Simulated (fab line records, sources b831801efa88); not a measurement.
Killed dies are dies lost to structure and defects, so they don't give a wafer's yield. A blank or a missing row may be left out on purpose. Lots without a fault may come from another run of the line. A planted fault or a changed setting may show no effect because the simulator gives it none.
A struck lot beside a sound one | flow sky130 | 22 steps out of a route of 708
Sound: wafers L844.2, L844.3, L844.4. Struck: wafers L857.1, L857.2, L857.3. The cause comes at the end.
At each step with rows: each side's tool, then ch and its chambers, then its first start. Under that, the readings that differ: sound wafers | struck wafers | difference of the means | sigmas: that difference in standard deviations of wafers without a fault.
alike: readings whose means differ by less than 2 such deviations, and words and numbers that are the same on both sides. not compared: withheld readings, readings that some wafer has no value for, bounds like >300 that may hide the same value, and numbers for which the record gives no deviation and whose values overlap.
The two part at a step that has a row with sigmas, a row that says differs or no value, or rows on one side only. Numbers that don't overlap but have no deviation are shown without sigmas and don't part them. A reading that every wafer of one side lacks parts them only if that side has two wafers or more.

first, 1 step without rows for these wafers: SKY_POLY_GATE_OXIDATION_20 (stabilise 600 s, purge 300 s, target thk 4 nm).
SKY_POLY_GATE_THK_MEAS_21:
  sound on film_metro-02, day 17 18:56; struck on film_metro-04, day 23 06:33
  alike: POLY_GATE_OXIDATION_THK
SKY_POLY_GATE_CD_MEAS_22:
  sound on cd_sem-02, day 17 19:01; struck on cd_sem-01, day 23 06:37
  alike: cd_nm
then, 7 steps without rows for these wafers: SKY_LDD_N_DEHYDRATE_00 (time 60 s); SKY_LDD_N_HMDS_01 (prime time 60 s); SKY_LDD_N_COAT_02 (resist thk 300 nm); SKY_LDD_N_SOFTBAKE_03 (time 60 s); SKY_LDD_N_EXPOSE_04 (exposes mask NTM, target cd 840 nm); SKY_LDD_N_PEB_05; SKY_LDD_N_DEVELOP_06 (develop time 60 s).
SKY_LDD_N_OVL_MEAS_07:
  sound on overlay-02, day 19 01:17; struck on overlay-01, day 24 10:29
  alike: LDD_N_OVL
then, 1 step without rows for these wafers: SKY_LDD_N_IMPLANT_08.
SKY_LDD_N_IMPLANT_09:
  sound on implanter-02 ch 0, day 19 01:30; struck on implanter-04 ch 0, day 24 10:40
  reading            | sound                         | struck                        | difference | sigmas
  dose_ions_cm2      | 7.516e+13 7.492e+13 7.493e+13 | 4.295e+13 4.291e+13 4.292e+13 | -3.208e+13 | -99 or more
  faraday_current_uA | 420 419 414                   | 242 249 239                   | -174       | -20
then, 6 steps without rows for these wafers: SKY_LDD_N_IMPLANT_10; SKY_LDD_N_IMPLANT_11; SKY_LDD_N_IMPLANT_12; SKY_LDD_N_IMPLANT_13; SKY_LDD_N_IMPLANT_14; SKY_LDD_N_IMPLANT_15.
SKY_LDD_N_STRIP_16: strips in O2/N2.
  sound on plasma_asher-03 ch 0,1, day 19 02:31; struck on plasma_asher-04 ch 0,1, day 24 11:43
  reading                      | sound             | struck            | difference | sigmas
  strip_time_to_endpoint_s (s) | 4.308 4.314 4.313 | 4.246 4.209 4.249 | -0.077     | -5
  alike: drypump_motor_current_A, oes_product_au
  not compared: rf_hours_counter_h
SKY_LDD_N_TW_MEAS_17:
  sound on film_metro-03, day 19 02:38; struck on film_metro-03, day 24 11:49
  alike: LDD_N_TW
-- the record jumps here: 25 days lie between the struck wafers' starts before and after (it left off in module LDD_N and takes up again in module PAD_OPEN, whose first step shown is number 708 of the route) --
SKY_PAD_OPEN_PROBE_99:
  sound on prober-02, day 46 10:34; struck on prober-02, day 49 22:40
  reading                     | sound             | struck            | difference | sigmas
  model.etest.tip_n.rs_ohm_sq | 444.9 440.7 440.9 | 468.8 468.3 471.2 | +27.3      |
  alike: killed_at_M0_to_M3, killed_at_M4_up, killed_at_contacts, killed_at_front_end, killed_at_other, killed_dies, killed_open, killed_short

WHERE THEY PART
First at SKY_LDD_N_IMPLANT_09; last, within this record, at SKY_LDD_N_STRIP_16. Later steps at which nothing parts them and some readings are alike: SKY_LDD_N_TW_MEAS_17, SKY_PAD_OPEN_PROBE_99.

WHY: what the simulator had put in
Process parameter drift: implanter-04, from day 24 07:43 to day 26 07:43, at SKY_LDD_N_IMPLANT_09. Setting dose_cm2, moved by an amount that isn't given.
